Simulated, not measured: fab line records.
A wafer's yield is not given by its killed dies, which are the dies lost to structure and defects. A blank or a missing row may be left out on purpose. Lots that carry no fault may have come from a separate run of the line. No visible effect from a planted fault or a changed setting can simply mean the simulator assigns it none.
What tool caused it? / flow gf180mcu / Sampling: 14 lots, 42 wafers, 4 of 602 route steps

WHAT THE GAUGES SHOWED, per wafer
GF_TOP_METAL_OVL_MEAS_15. Usual: TOP_METAL_OVL gives 0.1 nm (standard deviation 1.6).
lot=L278; measured=day 28 23:24; on=overlay-02; TOP_METAL_OVL (nm)=1.3 2.1 1.2; flag=
lot=L279; measured=day 29 04:36; on=overlay-02; TOP_METAL_OVL (nm)=0.2 -1.7 -0.2; flag=
lot=L280; measured=day 29 08:58; on=overlay-02; TOP_METAL_OVL (nm)=1.0 -3.2 -1.4; flag=
lot=L282; measured=day 29 23:45; on=overlay-01; TOP_METAL_OVL (nm)=0.4 1.8 0.3; flag=
lot=L283; measured=day 30 06:58; on=overlay-01; TOP_METAL_OVL (nm)=0.3 1.9 -0.2; flag=
lot=L284; measured=day 30 20:42; on=overlay-01; TOP_METAL_OVL (nm)=2.9 2.4 1.5; flag=
lot=L285; measured=day 31 00:53; on=overlay-01; TOP_METAL_OVL (nm)=-0.1 2.6 3.0; flag=
lot=L290; measured=day 32 08:28; on=overlay-02; TOP_METAL_OVL (nm)=1.7 -1.8 1.0; flag=
lot=L292; measured=day 32 20:23; on=overlay-01; TOP_METAL_OVL (nm)=-0.9 -1.0 -1.2; flag=
lot=L295; measured=day 33 11:26; on=overlay-02; TOP_METAL_OVL (nm)=1.8 0.5 1.2; flag=
lot=L297; measured=day 33 22:24; on=overlay-02; TOP_METAL_OVL (nm)=-0.7 -0.4 0.7; flag=
lot=L298; measured=day 34 07:42; on=overlay-01; TOP_METAL_OVL (nm)=2.1 2.7 3.0; flag=
lot=L299; measured=day 34 12:27; on=overlay-02; TOP_METAL_OVL (nm)=-1.4 0.2 0.0; flag=
lot=L300; measured=day 34 16:30; on=overlay-01; TOP_METAL_OVL (nm)=1.0 1.2 0.3; flag=

GF_PASSIVATION_THK_MEAS_03. Usual: PASSIVATION_CVD_02_THK gives 702 nm (standard deviation 8.4).
lot=L278; measured=day 29 00:41; on=film metro-01; PASSIVATION_CVD_02_THK (nm)=690 690 691; flag=
lot=L279; measured=day 29 06:11; on=film metro-04; PASSIVATION_CVD_02_THK (nm)=695 695 702; flag=
lot=L280; measured=day 29 10:09; on=film metro-01; PASSIVATION_CVD_02_THK (nm)=701 704 703; flag=
lot=L282; measured=day 30 00:55; on=film metro-04; PASSIVATION_CVD_02_THK (nm)=698 701 700; flag=
lot=L283; measured=day 30 08:19; on=film metro-02; PASSIVATION_CVD_02_THK (nm)=700 717 708; flag=
lot=L284; measured=day 30 21:52; on=film metro-01; PASSIVATION_CVD_02_THK (nm)=693 704 714; flag=
lot=L285; measured=day 31 02:03; on=film metro-04; PASSIVATION_CVD_02_THK (nm)=694 701 696; flag=
lot=L290; measured=day 32 09:59; on=film metro-01; PASSIVATION_CVD_02_THK (nm)=690 696 704; flag=
lot=L292; measured=day 32 21:33; on=film metro-02; PASSIVATION_CVD_02_THK (nm)=697 697 706; flag=
lot=L295; measured=day 33 12:36; on=film metro-02; PASSIVATION_CVD_02_THK (nm)=692 702 702; flag=
lot=L297; measured=day 33 23:34; on=film metro-04; PASSIVATION_CVD_02_THK (nm)=676 683 697; flag=
lot=L298; measured=day 34 08:52; on=film metro-04; PASSIVATION_CVD_02_THK (nm)=689 701 705; flag=
lot=L299; measured=day 34 13:38; on=film metro-04; PASSIVATION_CVD_02_THK (nm)=709 716 714; flag=
lot=L300; measured=day 34 17:41; on=film metro-01; PASSIVATION_CVD_02_THK (nm)=708 690 708; flag=

WHAT TOOL EACH LOT RAN ON (gives the tool, then ch and the chambers of the sampled wafers, and finally the start)
lot=L278; GF_DUAL_GATE_DEVELOP_10=litho track-03 ch 0, day 8 17:35; GF_V5_STRIP_18=plasma asher-02 ch 0,1, day 28 01:58
lot=L279; GF_DUAL_GATE_DEVELOP_10=litho track-01 ch 0, day 8 22:47; GF_V5_STRIP_18=plasma asher-01 ch 0,1, day 28 07:17
lot=L280; GF_DUAL_GATE_DEVELOP_10=litho track-01 ch 0, day 9 05:32; GF_V5_STRIP_18=plasma asher-01 ch 0,1, day 28 11:55
lot=L282; GF_DUAL_GATE_DEVELOP_10=litho track-01 ch 0, day 9 16:41; GF_V5_STRIP_18=plasma asher-02 ch 0,1, day 29 02:10
lot=L283; GF_DUAL_GATE_DEVELOP_10=litho track-02 ch 0, day 10 02:15; GF_V5_STRIP_18=plasma asher-03 ch 0,1, day 29 10:02
lot=L284; GF_DUAL_GATE_DEVELOP_10=litho track-01 ch 0, day 10 10:17; GF_V5_STRIP_18=plasma asher-02 ch 0,1, day 30 00:10
lot=L285; GF_DUAL_GATE_DEVELOP_10=litho track-02 ch 0, day 10 16:52; GF_V5_STRIP_18=plasma asher-02 ch 0,1, day 30 04:10
lot=L290; GF_DUAL_GATE_DEVELOP_10=litho track-01 ch 0, day 12 03:35; GF_V5_STRIP_18=plasma asher-02 ch 0,1, day 31 13:31
lot=L292; GF_DUAL_GATE_DEVELOP_10=litho track-01 ch 0, day 12 17:11; GF_V5_STRIP_18=plasma asher-02 ch 0,1, day 32 01:16
lot=L295; GF_DUAL_GATE_DEVELOP_10=litho track-02 ch 0, day 13 12:04; GF_V5_STRIP_18=plasma asher-01 ch 0,1, day 32 17:19
lot=L297; GF_DUAL_GATE_DEVELOP_10=litho track-02 ch 0, day 14 02:22; GF_V5_STRIP_18=plasma asher-03 ch 0,1, day 33 04:08
lot=L298; GF_DUAL_GATE_DEVELOP_10=litho track-03 ch 0, day 14 14:50; GF_V5_STRIP_18=plasma asher-02 ch 0,1, day 33 15:03
lot=L299; GF_DUAL_GATE_DEVELOP_10=litho track-02 ch 0, day 14 18:45; GF_V5_STRIP_18=plasma asher-03 ch 0,1, day 33 17:51
lot=L300; GF_DUAL_GATE_DEVELOP_10=litho track-02 ch 0, day 14 23:51; GF_V5_STRIP_18=plasma asher-03 ch 0,1, day 33 23:43
- GF_DUAL_GATE_DEVELOP_10: develop time 60 s.
- GF_V5_STRIP_18: strips in O2/N2.

AS READ BY THE TOOLS THEMSELVES (means over the sampled wafers that have a number; for cases with no such wafer, the mark the record gives instead)
GF_V5_STRIP_18. Usual: drypump motor current A 5.6 A, standard deviation 0.34; heater power w 333 W, standard deviation 35; oes product au 0.568 a.u., standard deviation 0.0045.
lot=L278; tool=plasma asher-02; drypump motor current A (A)=5.6; heater power w (W)=345; oes product au (a.u.)=0.574; flag=
lot=L279; tool=plasma asher-01; drypump motor current A (A)=5.3; heater power w (W)=354; oes product au (a.u.)=0.567; flag=
lot=L280; tool=plasma asher-01; drypump motor current A (A)=5.5; heater power w (W)=369; oes product au (a.u.)=0.567; flag=
lot=L282; tool=plasma asher-02; drypump motor current A (A)=5.6; heater power w (W)=348; oes product au (a.u.)=0.562; flag=
lot=L283; tool=plasma asher-03; drypump motor current A (A)=5.6; heater power w (W)=309; oes product au (a.u.)=0.568; flag=
lot=L284; tool=plasma asher-02; drypump motor current A (A)=5.5; heater power w (W)=345; oes product au (a.u.)=0.566; flag=
lot=L285; tool=plasma asher-02; drypump motor current A (A)=5.6; heater power w (W)=346; oes product au (a.u.)=0.571; flag=
lot=L290; tool=plasma asher-02; drypump motor current A (A)=5.9; heater power w (W)=363; oes product au (a.u.)=0.573; flag=
lot=L292; tool=plasma asher-02; drypump motor current A (A)=5.5; heater power w (W)=352; oes product au (a.u.)=0.568; flag=
lot=L295; tool=plasma asher-01; drypump motor current A (A)=5.4; heater power w (W)=319; oes product au (a.u.)=0.569; flag=
lot=L297; tool=plasma asher-03; drypump motor current A (A)=5.6; heater power w (W)=291; oes product au (a.u.)=0.568; flag=
lot=L298; tool=plasma asher-02; drypump motor current A (A)=5.9; heater power w (W)=361; oes product au (a.u.)=0.570; flag=
lot=L299; tool=plasma asher-03; drypump motor current A (A)=5.6; heater power w (W)=315; oes product au (a.u.)=0.564; flag=
lot=L300; tool=plasma asher-03; drypump motor current A (A)=5.6; heater power w (W)=293; oes product au (a.u.)=0.569; flag=

THE ANSWER, worked out from the rows above alone
Rule: a lot counts as off when the mean over its wafers that have a number is more than 3 standard deviations away from the usual mean. A lot without any number at a reading at which 4 lots or more have one is off too. All remaining lots with rows at the step are treated as sound. The gauges are gone through in route order, then the tools' own readings, and for those a lot's mean is taken as printed above. The first step at which some lot is off is used, and at that step the reading that is off furthest; a lot without a number counts as furthest.
No lot is off on any of the readings shown, so nothing can be concluded from this.

WHAT THE SIMULATOR HAD PUT IN
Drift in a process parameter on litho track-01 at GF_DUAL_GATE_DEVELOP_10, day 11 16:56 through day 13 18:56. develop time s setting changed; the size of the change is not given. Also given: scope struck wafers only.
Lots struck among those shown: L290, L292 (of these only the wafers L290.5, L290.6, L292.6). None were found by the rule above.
